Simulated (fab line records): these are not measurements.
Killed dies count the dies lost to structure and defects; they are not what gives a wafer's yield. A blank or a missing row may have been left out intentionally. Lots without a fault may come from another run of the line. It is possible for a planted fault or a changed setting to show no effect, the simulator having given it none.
fab line records	flow sky130
[record] lots = 14	wafers = 42	last_day = 50
route steps=708 shown GATE_OXIDE@197 LDD_HVN@269 LDD_LDN@302 SD_N@350 PAD_OPEN@708
lots that met no fault: taken from a fault-free run of the same line
start_h: hours from the record's opening day to when the first of the lot's shown wafers began	wait_h: hours elapsed since this lot's preceding step	" same as the row above	L1.1+2: a single row standing in for several wafers	- no value, or no start given	* or withheld: withheld	< > ~ a bound
route shown NAME@n: NAME is a module with steps in the file, n the number in the route of the first one	usual: mean/standard deviation of fault-free wafers	same: alike in all rows	chamber/n: place in a boat	sites: the reading at each site	_std_site: standard deviation across them	_edge_site: outer sites' mean less inner sites'	radius_mm: how far each site lies from the wafer's centre	mask NAME#n: copy n	behind: the last tool/chamber to shape the wafer	hold: cause of the lot's hold/its duration in hours/its outcome	device: which transistor (n, p or np) failed to switch	end of line: the route-end tests of the same wafers	a step without rows: its recipe alone	killed: not the wafer's yield, but the dies lost to structure and defects at the first sort	map: shows each die of a wafer: x if killed, . if not, _ if none is there
set.NAME: setting as actually run; set.NAME@STEP: the setting as run at that earlier step	model.NAME: the simulator's own value behind a step, which no gauge read
a sample of lots followed through the steps of the route, with each step as a table and each wafer as a row
[[steps]]
[step SKY_GATE_OXIDE_OVL_MEAS_10]
[usual] GATE_OXIDE_OVL = -0.2/1.4
lot.wafer	tool	chamber	start_h	wait_h	GATE_OXIDE_OVL[nm]
L522.1	overlay-02	-	314.55	0.1	-1.5
L522.4	"	-	"	"	-2.8
L522.6	"	-	"	"	-2.1
L523.4	overlay-02	-	317.83	0.1	-1.8
L523.5	"	-	"	"	-1.0
L523.6	"	-	"	"	-2.2
L525.2	overlay-01	-	336.02	0.1	0.2
L525.3	"	-	"	"	1.2
L525.5	"	-	"	"	0.3
L526.2	overlay-02	-	349.82	0.1	1.9
L526.5	"	-	"	"	1.1
L526.6	"	-	"	"	2.3
L528.1	overlay-01	-	357.50	0.1	-0.6
L528.4	"	-	"	"	-1.2
L528.5	"	-	"	"	-1.5
L527.4	overlay-01	-	357.81	0.1	-2.2
L527.5	"	-	"	"	0.6
L527.6	"	-	"	"	-0.8
L529.1	overlay-01	-	371.95	0.1	0.3
L529.2	"	-	"	"	1.6
L529.6	"	-	"	"	2.7
L531.2	overlay-02	-	393.60	0.1	1.7
L531.3	"	-	"	"	1.3
L531.6	"	-	"	"	-0.1
L536.2	overlay-01	-	426.92	0.1	-0.3
L536.3	"	-	"	"	0.5
L536.6	"	-	"	"	-0.4
L538.2	overlay-02	-	449.80	0.1	-0.8
L538.4	"	-	"	"	-1.4
L538.6	"	-	"	"	-1.9
L540.2	overlay-01	-	465.00	0.1	-1.1
L540.4	"	-	"	"	-2.2
L540.5	"	-	"	"	-1.1
L542.1	overlay-01	-	476.77	0.1	-0.1
L542.4	"	-	"	"	0.8
L542.5	"	-	"	"	0.6
L543.1	overlay-01	-	487.50	0.1	-0.1
L543.2	"	-	"	"	-1.7
L543.4	"	-	"	"	-1.8
L545.2	overlay-02	-	504.80	0.1	0.0
L545.4	"	-	"	"	1.6
L545.5	"	-	"	"	0.5
[step SKY_LDD_HVN_COAT_02]
[recipe] resist = NOVOLAK	spin_rpm = 3000	resist_thk_nm = 300
[usual] spin_speed_rpm = 3000.2/2.3
lot.wafer	tool	chamber	start_h	wait_h	spin_speed_rpm
L522.1	litho_track-04	0	452.22	0.1	2998.3
L522.4	"	0	"	"	3000.7
L522.6	"	0	"	"	3000.3
L523.4	litho_track-04	0	465.79	0.1	2998.9
L523.5	"	0	"	"	2997.4
L523.6	"	0	"	"	2996.5
L525.2	litho_track-04	0	479.74	0.1	3004.6
L525.3	"	0	"	"	3002.2
L525.5	"	0	"	"	3000.4
L526.2	litho_track-01	0	495.15	0.1	3000.2
L526.5	"	0	"	"	2998.4
L526.6	"	0	"	"	2998.2
L527.4	litho_track-04	0	503.34	0.1	3002.7
L527.5	"	0	"	"	3000.4
L527.6	"	0	"	"	2998.9
L528.1	litho_track-04	0	504.17	0.1	3000.2
L528.4	"	0	"	"	3002.7
L528.5	"	0	"	"	3003.9
L529.1	litho_track-02	0	520.60	0.1	2994.9
L529.2	"	0	"	"	2999.8
L529.6	"	0	"	"	2997.1
L531.2	litho_track-01	0	539.40	0.1	2999.2
L531.3	"	0	"	"	3000.5
L531.6	"	0	"	"	3000.5
L536.2	litho_track-04	0	578.09	0.1	2956.4
L536.3	"	0	"	"	2958.5
L536.6	"	0	"	"	2956.2
L538.2	litho_track-04	0	604.34	0.1	2950.7
L538.4	"	0	"	"	2953.0
L538.6	"	0	"	"	2950.3
L540.2	litho_track-02	0	609.72	0.1	2999.9
L540.4	"	0	"	"	3000.9
L540.5	"	0	"	"	3002.2
L542.1	litho_track-01	0	621.93	0.1	3001.8
L542.4	"	0	"	"	2993.8
L542.5	"	0	"	"	2997.8
L543.1	litho_track-01	0	630.83	0.1	3003.3
L543.2	"	0	"	"	3000.9
L543.4	"	0	"	"	3006.2
L545.2	litho_track-01	0	647.95	0.1	3005.0
L545.4	"	0	"	"	3002.2
L545.5	"	0	"	"	2998.5
[step SKY_LDD_LDN_TW_MEAS_13]
[usual] LDD_LDN_TW = 1472/18
lot.wafer	tool	chamber	start_h	wait_h	LDD_LDN_TW
L522.1	film_metro-03	-	530.51	0.1	1449
L522.4	"	-	"	"	1458
L522.6	"	-	"	"	1454
L523.4	film_metro-03	-	542.21	0.1	1452
L523.5	"	-	"	"	1452
L523.6	"	-	"	"	1442
L525.2	film_metro-03	-	557.24	0.1	1450
L525.3	"	-	"	"	1438
L525.5	"	-	"	"	1450
L526.2	film_metro-01	-	572.14	0.1	1492
L526.5	"	-	"	"	1488
L526.6	"	-	"	"	1489
L527.4	film_metro-04	-	579.61	0.1	1473
L527.5	"	-	"	"	1482
L527.6	"	-	"	"	1477
L528.1	film_metro-01	-	580.81	0.1	1497
L528.4	"	-	"	"	1501
L528.5	"	-	"	"	1494
L529.1	film_metro-04	-	596.21	0.1	1475
L529.2	"	-	"	"	1478
L529.6	"	-	"	"	1468
L531.2	film_metro-04	-	615.34	0.1	1465
L531.3	"	-	"	"	1467
L531.6	"	-	"	"	1471
L536.2	film_metro-01	-	653.97	0.1	1498
L536.3	"	-	"	"	1496
L536.6	"	-	"	"	1507
L538.2	film_metro-04	-	678.97	0.1	1458
L538.4	"	-	"	"	1460
L538.6	"	-	"	"	1468
L540.2	film_metro-03	-	684.29	0.1	1451
L540.4	"	-	"	"	1456
L540.5	"	-	"	"	1442
L542.1	film_metro-04	-	693.71	0.1	1470
L542.4	"	-	"	"	1459
L542.5	"	-	"	"	1469
L543.1	film_metro-04	-	703.03	0.1	1467
L543.2	"	-	"	"	1457
L543.4	"	-	"	"	1469
L545.2	film_metro-04	-	720.02	0.1	1475
L545.4	"	-	"	"	1473
L545.5	"	-	"	"	1470
[step SKY_SD_N_OVL_MEAS_08]
[usual] SD_N_OVL = -0.1/1.4
lot.wafer	tool	chamber	start_h	wait_h	SD_N_OVL[nm]
L522.1	overlay-01	-	653.82	0.1	-0.4
L522.4	"	-	"	"	0.2
L522.6	"	-	"	"	-1.4
L523.4	overlay-01	-	661.29	0.1	-1.6
L523.5	"	-	"	"	-1.8
L523.6	"	-	"	"	-0.6
L525.2	overlay-01	-	675.47	0.1	0.6
L525.3	"	-	"	"	0.1
L525.5	"	-	"	"	0.2
L526.2	overlay-02	-	691.10	0.1	-0.1
L526.5	"	-	"	"	0.2
L526.6	"	-	"	"	-0.3
L527.4	overlay-02	-	698.22	0.1	-1.4
L527.5	"	-	"	"	-1.8
L527.6	"	-	"	"	0.5
L528.1	overlay-01	-	699.42	0.1	1.4
L528.4	"	-	"	"	1.6
L528.5	"	-	"	"	1.7
L529.1	overlay-02	-	717.96	0.1	-1.1
L529.2	"	-	"	"	-0.5
L529.6	"	-	"	"	-0.7
L531.2	overlay-02	-	732.25	0.1	-2.3
L531.3	"	-	"	"	-2.2
L531.6	"	-	"	"	-0.7
L536.2	overlay-01	-	768.11	0.1	-2.1
L536.3	"	-	"	"	-1.1
L536.6	"	-	"	"	-0.9
L538.2	overlay-02	-	791.72	0.1	0.9
L538.4	"	-	"	"	-0.5
L538.6	"	-	"	"	-0.6
L540.2	overlay-01	-	796.82	0.1	0.5
L540.4	"	-	"	"	-1.5
L540.5	"	-	"	"	1.7
L542.1	overlay-02	-	807.95	0.1	0.2
L542.4	"	-	"	"	-1.3
L542.5	"	-	"	"	-2.1
L543.1	overlay-01	-	814.52	0.1	-0.3
L543.2	"	-	"	"	0.3
L543.4	"	-	"	"	0.4
L545.2	overlay-02	-	828.80	0.1	-2.1
L545.4	"	-	"	"	-3.3
L545.5	"	-	"	"	-1.5
[step SKY_PAD_OPEN_PROBE_99]
[usual] killed_at_M0_to_M3 = 42/6.3	killed_at_M4_up = 2.8/1.9	killed_at_contacts = 23/5.3	killed_at_front_end = 16/4.3	killed_at_other = 0.2/0.51	killed_dies = 84/9.3	killed_on_rim = 16/4.2	killed_open = 46/7.6	killed_short = 38/6.3
[same] gross_dies = 492	killed_at_back_side = 0
lot.wafer	tool	chamber	start_h	wait_h	killed_at_M0_to_M3	killed_at_M4_up	killed_at_contacts	killed_at_front_end	killed_at_other	killed_dies	killed_on_rim	killed_open	killed_short
L522.1	prober-02	-	1085.00	0.1	44	1	22	16	0	83	16	39	44
L522.4	prober-02	-	1085.15	0.2	36	0	23	20	0	79	14	45	34
L522.6	prober-02	-	1085.25	0.2	43	1	22	14	0	80	17	46	34
L523.4	prober-01	-	1088.97	0.2	36	8	31	11	0	86	13	47	39
L523.5	prober-01	-	1089.02	0.2	41	0	22	20	0	83	22	38	45
L523.6	prober-01	-	1089.07	0.2	51	3	22	15	0	91	19	55	36
L525.2	prober-01	-	1099.55	0.1	44	3	21	12	0	80	19	54	26
L525.3	prober-01	-	1099.60	0.2	46	3	24	13	0	86	18	33	53
L525.5	prober-01	-	1099.70	0.2	49	5	27	17	0	98	18	46	52
L527.4	prober-02	-	1117.38	0.2	55	0	25	15	0	95	25	50	45
L527.5	prober-02	-	1117.43	0.2	33	7	25	21	0	86	17	48	38
L527.6	prober-02	-	1117.48	0.2	50	3	33	19	0	105	14	64	41
L528.1	prober-01	-	1118.36	0.1	44	0	16	15	0	75	13	36	39
L528.4	prober-01	-	1118.51	0.2	46	2	22	19	0	89	19	38	51
L528.5	prober-01	-	1118.56	0.2	50	2	25	16	0	93	11	47	46
L526.2	prober-02	-	1118.78	0.1	55	3	15	12	0	85	23	49	36
L526.5	prober-02	-	1118.93	0.2	40	2	33	20	1	96	26	58	38
L526.6	prober-02	-	1118.98	0.2	44	4	17	12	0	77	18	50	27
L529.1	prober-01	-	1135.36	0.1	39	1	25	10	1	76	15	52	24
L529.2	prober-01	-	1135.41	0.1	40	1	21	12	1	75	18	43	32
L529.6	prober-01	-	1135.61	0.2	33	0	35	7	0	75	15	52	23
L531.2	prober-01	-	1140.75	0.1	44	6	20	20	0	90	25	52	38
L531.3	prober-01	-	1140.80	0.2	40	4	24	8	0	76	17	43	33
L531.6	prober-01	-	1140.95	0.2	43	6	26	12	1	88	13	47	41
L536.2	prober-01	-	1167.57	0.1	53	2	28	22	0	105	19	62	43
L536.3	prober-01	-	1167.62	0.2	36	5	23	19	0	83	12	46	37
L536.6	prober-01	-	1167.77	0.2	42	5	22	21	0	90	17	53	37
L538.2	prober-02	-	1178.00	0.1	35	2	25	16	0	78	21	32	46
L538.4	prober-02	-	1178.10	0.2	47	1	27	20	0	95	14	47	48
L538.6	prober-02	-	1178.20	0.2	51	3	42	20	0	116	24	69	47
L540.2	prober-01	-	1184.04	0.1	34	3	17	14	0	68	11	37	31
L540.4	prober-01	-	1184.14	0.2	42	1	22	16	0	81	21	43	38
L540.5	prober-01	-	1184.19	0.2	35	3	22	13	0	73	12	36	37
L542.1	prober-02	-	1192.67	0.1	42	6	22	22	0	92	14	38	54
L542.4	prober-02	-	1192.82	0.2	46	0	23	25	0	94	21	55	39
L542.5	prober-02	-	1192.87	0.2	53	2	25	22	1	103	20	59	44
L543.1	prober-01	-	1196.49	0.1	44	3	19	16	0	82	15	46	36
L543.2	prober-01	-	1196.54	0.1	33	4	28	18	0	83	9	54	29
L543.4	prober-01	-	1196.64	0.2	41	5	22	13	0	81	18	51	30
L545.2	prober-01	-	1205.43	0.1	54	3	29	15	0	101	12	57	44
L545.4	prober-01	-	1205.53	0.2	43	2	34	20	0	99	17	63	36
L545.5	prober-01	-	1205.58	0.2	60	1	25	16	0	102	14	55	47
// killed by level:class
L522.1 CONTACT:geometric_particle:open=11 METAL2:geometric_particle:short=11 VIA1:geometric_particle:open=9 VIA1:geometric_particle:short=7 CONTACT:geometric_particle:short=5 POLY_GATE:geometric_particle:open=4 METAL3:geometric_particle:short=4 VIA3:geometric_particle:open=4
L522.4 CONTACT:geometric_particle:open=8 FIELD_ISO:geometric_particle:open=7 LI_CONTACT:geometric_particle:open=7 VIA2:geometric_particle:open=7 POLY_GATE:geometric_particle:short=6 VIA3:geometric_particle:open=6 FIELD_ISO:geometric_particle:short=5 VIA1:geometric_particle:open=5
L522.6 VIA1:geometric_particle:open=11 VIA3:geometric_particle:open=9 CONTACT:geometric_particle:open=8 LOCAL_INTERCONNECT:geometric_particle:short=7 VIA2:geometric_particle:open=7 POLY_GATE:geometric_particle:short=5 METAL1:geometric_particle:short=5 VIA3:geometric_particle:short=5
L523.4 CONTACT:geometric_particle:open=10 LI_CONTACT:geometric_particle:open=7 CONTACT:geometric_particle:short=7 VIA1:geometric_particle:open=7 VIA3:geometric_particle:open=7 METAL4:geometric_particle:short=7 VIA2:geometric_particle:open=5 LOCAL_INTERCONNECT:geometric_particle:short=4
L523.5 VIA1:geometric_particle:open=10 METAL2:geometric_particle:short=9 POLY_GATE:geometric_particle:short=8 CONTACT:geometric_particle:open=8 LI_CONTACT:geometric_particle:open=7 METAL1:geometric_particle:short=7 FIELD_ISO:geometric_particle:short=4 VIA3:geometric_particle:open=4
L523.6 VIA1:geometric_particle:open=18 CONTACT:geometric_particle:open=12 VIA2:geometric_particle:short=7 VIA3:geometric_particle:open=7 METAL2:geometric_particle:short=5 POLY_GATE:geometric_particle:short=4 POLY_GATE:geometric_particle:open=4 METAL1:geometric_particle:short=4
L525.2 VIA1:geometric_particle:open=14 VIA3:geometric_particle:open=8 CONTACT:geometric_particle:open=7 LI_CONTACT:geometric_particle:open=6 METAL1:geometric_particle:short=5 METAL2:geometric_particle:short=4 VIA2:geometric_particle:open=4 FIELD_ISO:geometric_particle:open=3
L525.3 METAL1:geometric_particle:short=9 LI_CONTACT:geometric_particle:open=6 LOCAL_INTERCONNECT:geometric_particle:short=6 CONTACT:geometric_particle:short=6 VIA2:geometric_particle:open=5 VIA1:geometric_particle:short=5 VIA1:geometric_particle:open=5 METAL2:geometric_particle:short=5
L525.5 VIA1:geometric_particle:open=10 LI_CONTACT:geometric_particle:open=7 LOCAL_INTERCONNECT:geometric_particle:short=7 CONTACT:geometric_particle:open=7 VIA1:geometric_particle:short=7 VIA3:geometric_particle:open=7 METAL1:geometric_particle:short=6 VIA2:geometric_particle:open=5
L527.4 VIA1:geometric_particle:open=16 CONTACT:geometric_particle:open=12 VIA3:geometric_particle:short=7 VIA1:geometric_particle:short=7 LOCAL_INTERCONNECT:geometric_particle:short=6 METAL2:geometric_particle:short=5 VIA3:geometric_particle:open=5 POLY_GATE:geometric_particle:short=4
L527.5 VIA1:geometric_particle:open=9 VIA2:geometric_particle:open=6 LI_CONTACT:geometric_particle:open=6 CONTACT:geometric_particle:short=6 LOCAL_INTERCONNECT:geometric_particle:short=5 CONTACT:geometric_particle:open=5 METAL2:geometric_particle:short=5 FIELD_ISO:geometric_particle:open=4
L527.6 LI_CONTACT:geometric_particle:open=12 CONTACT:geometric_particle:open=12 VIA1:geometric_particle:open=10 VIA2:geometric_particle:open=9 METAL1:geometric_particle:short=6 METAL3:geometric_particle:short=6 FIELD_ISO:geometric_particle:short=5 VIA3:geometric_particle:open=5
L528.1 VIA1:geometric_particle:open=10 POLY_GATE:geometric_particle:short=6 VIA1:geometric_particle:short=5 VIA3:geometric_particle:short=5 POLY_GATE:geometric_particle:open=4 LI_CONTACT:geometric_particle:open=4 VIA2:geometric_particle:open=4 METAL3:geometric_particle:short=4
L528.4 VIA1:geometric_particle:open=14 METAL2:geometric_particle:short=9 POLY_GATE:geometric_particle:short=7 CONTACT:geometric_particle:open=7 LOCAL_INTERCONNECT:geometric_particle:short=6 VIA1:geometric_particle:short=6 METAL1:geometric_particle:short=5 LI_CONTACT:geometric_particle:open=4
L528.5 VIA1:geometric_particle:open=15 CONTACT:geometric_particle:short=6 CONTACT:geometric_particle:open=6 POLY_GATE:geometric_particle:open=5 LI_CONTACT:geometric_particle:open=5 METAL1:geometric_particle:short=5 METAL2:geometric_particle:short=5 VIA3:geometric_particle:open=5
L526.2 VIA1:geometric_particle:open=12 VIA3:geometric_particle:open=9 METAL2:geometric_particle:short=8 VIA1:geometric_particle:short=5 LI_CONTACT:geometric_particle:open=5 CONTACT:geometric_particle:open=5 VIA2:geometric_particle:open=5 FIELD_ISO:geometric_particle:open=4
L526.5 CONTACT:geometric_particle:open=13 VIA2:geometric_particle:open=12 VIA1:geometric_particle:open=8 POLY_GATE:geometric_particle:open=7 LI_CONTACT:geometric_particle:open=7 LI_CONTACT:geometric_particle:short=5 VIA3:geometric_particle:open=5 VIA1:geometric_particle:short=5
L526.6 VIA1:geometric_particle:open=16 VIA3:geometric_particle:open=7 CONTACT:geometric_particle:open=6 LI_CONTACT:geometric_particle:open=5 FIELD_ISO:geometric_particle:open=3 CONTACT:geometric_particle:short=3 METAL1:geometric_particle:short=3 METAL1:geometric_particle:open=3
L529.1 VIA1:geometric_particle:open=17 CONTACT:geometric_particle:open=10 LI_CONTACT:geometric_particle:open=8 VIA2:geometric_particle:open=5 METAL1:geometric_particle:short=4 FIELD_ISO:geometric_particle:open=3 POLY_GATE:geometric_particle:short=3 CONTACT:geometric_particle:short=3
L529.2 VIA1:geometric_particle:open=14 CONTACT:geometric_particle:open=8 LI_CONTACT:geometric_particle:open=6 VIA3:geometric_particle:open=5 METAL2:geometric_particle:short=4 VIA2:geometric_particle:short=4 LI_CONTACT:geometric_particle:short=3 FIELD_ISO:geometric_particle:short=3
L529.6 CONTACT:geometric_particle:open=17 VIA1:geometric_particle:open=10 LI_CONTACT:geometric_particle:open=9 VIA2:geometric_particle:open=6 VIA3:geometric_particle:open=6 CONTACT:geometric_particle:short=5 FIELD_ISO:geometric_particle:short=4 LOCAL_INTERCONNECT:geometric_particle:short=3
L531.2 VIA1:geometric_particle:open=15 CONTACT:geometric_particle:open=9 LI_CONTACT:geometric_particle:open=7 FIELD_ISO:geometric_particle:short=6 VIA2:geometric_particle:open=6 METAL1:geometric_particle:short=5 METAL2:geometric_particle:short=4 METAL4:geometric_particle:short=4
L531.3 CONTACT:geometric_particle:open=9 METAL1:geometric_particle:short=9 VIA1:geometric_particle:open=8 VIA3:geometric_particle:open=7 VIA2:geometric_particle:open=6 CONTACT:geometric_particle:short=5 LI_CONTACT:geometric_particle:open=4 LOCAL_INTERCONNECT:geometric_particle:short=4
L531.6 CONTACT:geometric_particle:open=12 VIA2:geometric_particle:open=8 LI_CONTACT:geometric_particle:open=5 METAL2:geometric_particle:short=5 CONTACT:geometric_particle:short=5 VIA1:geometric_particle:short=5 VIA2:geometric_particle:short=5 METAL3:geometric_particle:short=5
L536.2 CONTACT:geometric_particle:open=13 VIA1:geometric_particle:open=11 VIA3:geometric_particle:open=9 VIA2:geometric_particle:open=8 FIELD_ISO:geometric_particle:open=7 METAL2:geometric_particle:short=6 FIELD_ISO:geometric_particle:short=5 CONTACT:geometric_particle:short=5
L536.3 VIA1:geometric_particle:open=13 METAL1:geometric_particle:short=8 FIELD_ISO:geometric_particle:short=7 LI_CONTACT:geometric_particle:open=7 CONTACT:geometric_particle:open=7 VIA2:geometric_particle:open=7 CONTACT:geometric_particle:short=5 POLY_GATE:geometric_particle:short=4
L536.6 VIA1:geometric_particle:open=10 VIA3:geometric_particle:open=8 CONTACT:geometric_particle:open=7 CONTACT:geometric_particle:short=7 FIELD_ISO:geometric_particle:open=6 LI_CONTACT:geometric_particle:open=6 FIELD_ISO:geometric_particle:short=5 METAL4:geometric_particle:short=5
L538.2 CONTACT:geometric_particle:short=9 METAL2:geometric_particle:short=8 FIELD_ISO:geometric_particle:short=7 METAL1:geometric_particle:short=7 CONTACT:geometric_particle:open=6 VIA1:geometric_particle:open=5 VIA3:geometric_particle:open=4 LI_CONTACT:geometric_particle:open=4
L538.4 VIA2:geometric_particle:open=11 CONTACT:geometric_particle:open=9 METAL2:geometric_particle:short=8 LI_CONTACT:geometric_particle:open=7 FIELD_ISO:geometric_particle:short=6 METAL1:geometric_particle:short=6 VIA1:geometric_particle:open=6 POLY_GATE:geometric_particle:short=5
L538.6 CONTACT:geometric_particle:open=16 METAL1:geometric_particle:short=10 VIA1:geometric_particle:open=9 VIA2:geometric_particle:open=8 LI_CONTACT:geometric_particle:short=7 LOCAL_INTERCONNECT:geometric_particle:short=7 LI_CONTACT:geometric_particle:open=6 VIA3:geometric_particle:open=6
L540.2 VIA2:geometric_particle:open=11 VIA1:geometric_particle:open=7 LI_CONTACT:geometric_particle:open=6 VIA1:geometric_particle:short=6 CONTACT:geometric_particle:open=5 POLY_GATE:geometric_particle:short=4 CONTACT:geometric_particle:short=4 VIA3:geometric_particle:open=4
L540.4 VIA1:geometric_particle:open=13 LI_CONTACT:geometric_particle:open=9 METAL1:geometric_particle:short=7 CONTACT:geometric_particle:open=6 VIA3:geometric_particle:open=6 FIELD_ISO:geometric_particle:short=5 POLY_GATE:geometric_particle:short=5 VIA2:geometric_particle:open=4
L540.5 CONTACT:geometric_particle:open=9 POLY_GATE:geometric_particle:short=7 VIA3:geometric_particle:open=6 VIA1:geometric_particle:open=6 LOCAL_INTERCONNECT:geometric_particle:short=5 VIA2:geometric_particle:open=5 LI_CONTACT:geometric_particle:open=4 METAL2:geometric_particle:short=3
L542.1 CONTACT:geometric_particle:short=9 VIA1:geometric_particle:open=8 METAL2:geometric_particle:short=8 VIA3:geometric_particle:open=7 FIELD_ISO:geometric_particle:short=6 VIA1:geometric_particle:short=6 POLY_GATE:geometric_particle:short=5 CONTACT:geometric_particle:open=5
L542.4 FIELD_ISO:geometric_particle:open=13 CONTACT:geometric_particle:open=11 VIA1:geometric_particle:open=10 METAL2:geometric_particle:short=7 FIELD_ISO:geometric_particle:short=6 CONTACT:geometric_particle:short=6 VIA2:geometric_particle:open=6 VIA3:geometric_particle:open=6
L542.5 CONTACT:geometric_particle:open=11 VIA1:geometric_particle:open=11 VIA2:geometric_particle:open=9 VIA3:geometric_particle:open=8 METAL1:geometric_particle:short=7 FIELD_ISO:geometric_particle:short=6 VIA2:geometric_particle:short=6 METAL2:geometric_particle:short=6
L543.1 VIA1:geometric_particle:open=11 CONTACT:geometric_particle:open=10 METAL1:geometric_particle:short=8 POLY_GATE:geometric_particle:open=5 VIA2:geometric_particle:open=5 VIA3:geometric_particle:open=5 FIELD_ISO:geometric_particle:short=4 METAL3:geometric_particle:short=4
L543.2 CONTACT:geometric_particle:open=11 VIA1:geometric_particle:open=10 POLY_GATE:geometric_particle:open=8 LI_CONTACT:geometric_particle:open=6 LOCAL_INTERCONNECT:geometric_particle:short=5 VIA2:geometric_particle:open=5 CONTACT:geometric_particle:short=4 METAL1:geometric_particle:short=4
L543.4 VIA1:geometric_particle:open=12 LI_CONTACT:geometric_particle:open=8 VIA2:geometric_particle:open=8 CONTACT:geometric_particle:open=7 POLY_GATE:geometric_particle:open=5 METAL1:geometric_particle:short=5 VIA3:geometric_particle:open=5 FIELD_ISO:geometric_particle:short=4
L545.2 VIA1:geometric_particle:open=15 CONTACT:geometric_particle:open=14 VIA1:geometric_particle:short=9 VIA3:geometric_particle:open=8 CONTACT:geometric_particle:short=6 METAL2:geometric_particle:short=6 POLY_GATE:geometric_particle:short=5 LI_CONTACT:geometric_particle:open=5
L545.4 CONTACT:geometric_particle:open=18 VIA1:geometric_particle:open=12 VIA3:geometric_particle:open=8 POLY_GATE:geometric_particle:short=7 LI_CONTACT:geometric_particle:open=7 VIA1:geometric_particle:short=7 VIA2:geometric_particle:open=6 FIELD_ISO:geometric_particle:open=4
L545.5 CONTACT:geometric_particle:open=13 VIA2:geometric_particle:open=10 METAL2:geometric_particle:short=9 VIA1:geometric_particle:open=8 METAL1:geometric_particle:short=7 VIA1:geometric_particle:short=5 VIA2:geometric_particle:short=5 VIA3:geometric_particle:short=5
[[key]]
[first_sign] step = SKY_LDD_HVN_COAT_02	reading = spin_speed_rpm	direction = down	sigmas = 20	usual = 3000.2	struck = 2954.2
effect none on later readings
met_at SKY_LDD_HVN_COAT_02
struck_lots L536,L538
tester_left_out L536,L538
not_acting_at SKY_GATE_OXIDE_OVL_MEAS_10,SKY_LDD_LDN_TW_MEAS_13,SKY_SD_N_OVL_MEAS_08
onset_between 504.17 578.09
[fault] kind = process_parameter_drift	tool = litho_track-04	chamber = -	onset_h = 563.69	steps = SKY_LDD_HVN_COAT_02	channel = spin_rpm	offset = -47.372	shape = step	end_h = 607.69	acts_in = these_recipes_only	stated = 3000
// tester_left_out: of these lots the tester's yield and bins aren't shown, on N5 and GAA mostly nor the transistor test; their killed dies are dies lost to structure and defects alone, not to doping, threshold or leakage, so they don't give the yield
